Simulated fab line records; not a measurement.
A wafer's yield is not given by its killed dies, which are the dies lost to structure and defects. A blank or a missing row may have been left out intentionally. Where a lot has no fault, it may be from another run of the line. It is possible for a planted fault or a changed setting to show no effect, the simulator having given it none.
Which tool was responsible?	flow sky130	7 lots, 21 wafers sampled, at 1 step of a route of 708

## WHAT THE GAUGES SHOWED, per wafer
SKY_SD_N_RS_MEAS_17: measurement is done with a four-point probe.
lot	measured	on	SD_P_RS (ohm/sq)
L669	day 28 14:10	film metro-04	147.5 147.3 147.9
L672	day 29 12:49	film metro-02	147.3 147.5 147.1
L676	day 31 02:32	film metro-04	148.0 147.9 147.4
L678	day 31 19:37	film metro-03	146.9 146.9 147.0
L681	day 32 13:48	film metro-04	147.0 147.5 147.0
L683	day 33 00:34	film metro-02	146.8 146.4 146.2
L687	day 34 10:25	film metro-04	147.5 147.9 147.6

## WHICH TOOL RAN EACH LOT (tool, then ch and the chambers of the sampled wafers, then the start)
Before these readings, the record contains no process step.

## THE ANSWER, worked out from the rows above alone
Rule: the usual values come from the lots themselves. The widest of any qualifying gaps counts: lots, ordered by their means at a reading, are off when they make up no more than a third of the lots, leave a main group of 4 or more, and stand apart from it by 3 or more times the standard deviation of that group's means. If all means in a main group match to the digits the tables above print for the reading, that group is not used. Also off: a lot with no number at a reading for which 4 or more lots have one. Where the step has rows for the other lots, those lots are counted as sound.
No lot is off on any of the readings shown, so nothing can be concluded from this.

## WHAT THE SIMULATOR PUT IN
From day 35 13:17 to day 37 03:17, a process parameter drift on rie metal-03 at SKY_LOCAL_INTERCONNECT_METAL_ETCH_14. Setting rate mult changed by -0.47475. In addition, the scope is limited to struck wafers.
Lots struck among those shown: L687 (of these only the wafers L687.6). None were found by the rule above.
